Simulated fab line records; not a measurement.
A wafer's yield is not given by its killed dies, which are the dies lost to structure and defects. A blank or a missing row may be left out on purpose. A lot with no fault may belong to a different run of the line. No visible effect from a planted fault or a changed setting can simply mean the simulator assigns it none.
Comparing a struck lot with a sound one | flow sky130 | 21 steps out of a route of 708
Sound: the wafers L619.1, L619.2, L619.3. Wafers L607.1, L607.4, L607.6 were the ones struck. The cause comes at the end.
For every step that has rows: the tool of each side, followed by ch and its chambers, followed by its first start. Under that, the readings that differ: sound wafers | struck wafers | difference of the means | sigmas: that difference in standard deviations of wafers without a fault.
alike: words and numbers the same on both sides, and readings whose means are apart by under 2 such deviations; not compared: readings that were withheld, readings missing a value for some wafer, numbers with overlapping values and no deviation given by the record, and bounds like >300 which may hide the same value.
The two part at a step that has a row with sigmas, a row that says differs or no value, or rows on one side only. When numbers do not overlap yet have no deviation, they are printed without sigmas and do not part them. A reading missing from all wafers of one side parts the sides only when that side holds two or more wafers.

first, 1 step without rows for these wafers: SKY_RES_XHIGH_IMPLANT_07.
SKY_RES_XHIGH_STRIP_08: strips in O2/N2.
  sound on plasmaAsher-01 ch 0,1, day 32 11:03; struck on plasmaAsher-02 ch 0,1, day 27 14:40
  alike: drypumpMotorCurrentA, oesProductAu, stripTimeToEndpointS
  not compared: rfHoursCounterH
SKY_RES_XHIGH_TW_MEAS_09:
  sound: filmMetro-04 at day 32 11:09; struck: filmMetro-03 at day 27 14:46
  alike: RES_XHIGH_TW
then, 7 steps without rows for these wafers: SKY_SD_N_DEHYDRATE_00 (time 60 s); SKY_SD_N_HMDS_01 (prime time 60 s); SKY_SD_N_COAT_02 (resist thk 1140 nm); SKY_SD_N_SOFTBAKE_03 (time 60 s); SKY_SD_N_EXPOSE_04 (exposes mask NSDM, target cd 380 nm); SKY_SD_N_PEB_05; SKY_SD_N_DEVELOP_06 (develop time 60 s).
SKY_SD_N_CD_MEAS_07: target cd 380 nm.
  sound: cdSem-01 at day 33 13:43; struck: cdSem-02 at day 28 19:15
  alike: cdNm
SKY_SD_N_OVL_MEAS_08:
  sound: overlay-02 at day 33 13:50; struck: overlay-01 at day 28 19:22
  alike: SD_N_OVL
SKY_SD_N_IMPLANT_09:
  sound on implanter-04 ch 0, day 33 13:53; struck on implanter-03 ch 0, day 28 19:44
  alike: endStationPressureTorr
after that, 1 step had no rows for these wafers: SKY_SD_N_IMPLANT_10.
SKY_SD_N_STRIP_11: strips in O2/N2.
  sound on plasmaAsher-04 ch 0,1, day 33 14:11; struck on plasmaAsher-01 ch 0,1, day 28 20:02
reading                  | sound             | struck            | difference | sigmas
oesProductAu (a.u.)      | 0.533 0.526 0.514 | 0.513 0.512 0.518 | -0.010     | -2
stripTimeToEndpointS (s) | 22.50 22.56 22.52 | 23.80 23.81 23.81 | +1.28      | +37
  alike: drypumpMotorCurrentA
  not compared: rfHoursCounterH
SKY_SD_N_TW_MEAS_12:
  sound: filmMetro-03 at day 33 14:17; struck: filmMetro-02 at day 28 20:08
  alike: SD_N_TW
then, 1 step without rows for these wafers: SKY_SD_N_CLEAN_13 (cleans in SC1/SC2, time 150 s).
SKY_SD_N_RTA_14: time 2 s.
  sound on rtpAnneal-01 ch 0, day 33 14:23; struck on rtpAnneal-02 ch 0, day 28 20:14
  alike: lampPowerPct, wafer_temp_C_max
SKY_SD_N_RS_MEAS_16: measurement is done with a four-point probe.
  sound: filmMetro-02 at day 33 14:34; struck: filmMetro-04 at day 28 20:25
reading          | sound             | struck            | difference | sigmas
SD_N_RS (ohm/sq) | 68.48 68.61 68.57 | 63.76 63.94 63.87 | -4.70      | -36
SKY_SD_N_RS_MEAS_17: measurement is done with a four-point probe.
  sound: filmMetro-02 at day 33 14:41; struck: filmMetro-04 at day 28 20:32
  alike: SD_P_RS
-- the record jumps here: 18 days lie between the struck wafers' starts before and after (it left off in module SD_N and takes up again in module PAD_OPEN, whose first step shown is number 708 of the route) --
SKY_PAD_OPEN_PROBE_99:
  sound: prober-02 at day 49 20:31; struck: prober-02 at day 46 12:15
reading                             | sound             | struck          | difference | sigmas
model.etest.resNdiff.lineOhmUm      | 759.5 779.9 753.7 | 648.3 669.1 655 | -106.9     | 
model.etest.sonosUncharged.rOnOhmUm | 816.8 808.1 811.8 | 757 758.7 769.4 | -51        | 
model.etest.nfetG5v0d10v5.rOnOhmUm  | 1866 1885 1885    | 1822 1811 1833  | -57        | 
model.etest.liconNdiff.rcOhm        | 183.6 183.2 190   | 153.8 150.4 157 | -31.9      | 
  alike: killed_at_M0_to_M3, killed_at_M4_up, killedAtContacts, killedAtFrontEnd, killedAtOther, killedDies, killedOpen, killedShort
  not compared: model.etest.nfet_01v8.rOnOhmUm, model.etest.nfet_01v8_lvt.driveUaUm, model.etest.sramNfetPass.driveUaUm, model.etest.nfet_01v8.driveUaUm

## WHERE THEY PART
Last at SKY_SD_N_RS_MEAS_16 as far as this record goes, first at SKY_SD_N_STRIP_11. Later steps at which nothing parts them and some readings are alike: SKY_SD_N_RS_MEAS_17, SKY_PAD_OPEN_PROBE_99.

WHY: what had been put in by the simulator
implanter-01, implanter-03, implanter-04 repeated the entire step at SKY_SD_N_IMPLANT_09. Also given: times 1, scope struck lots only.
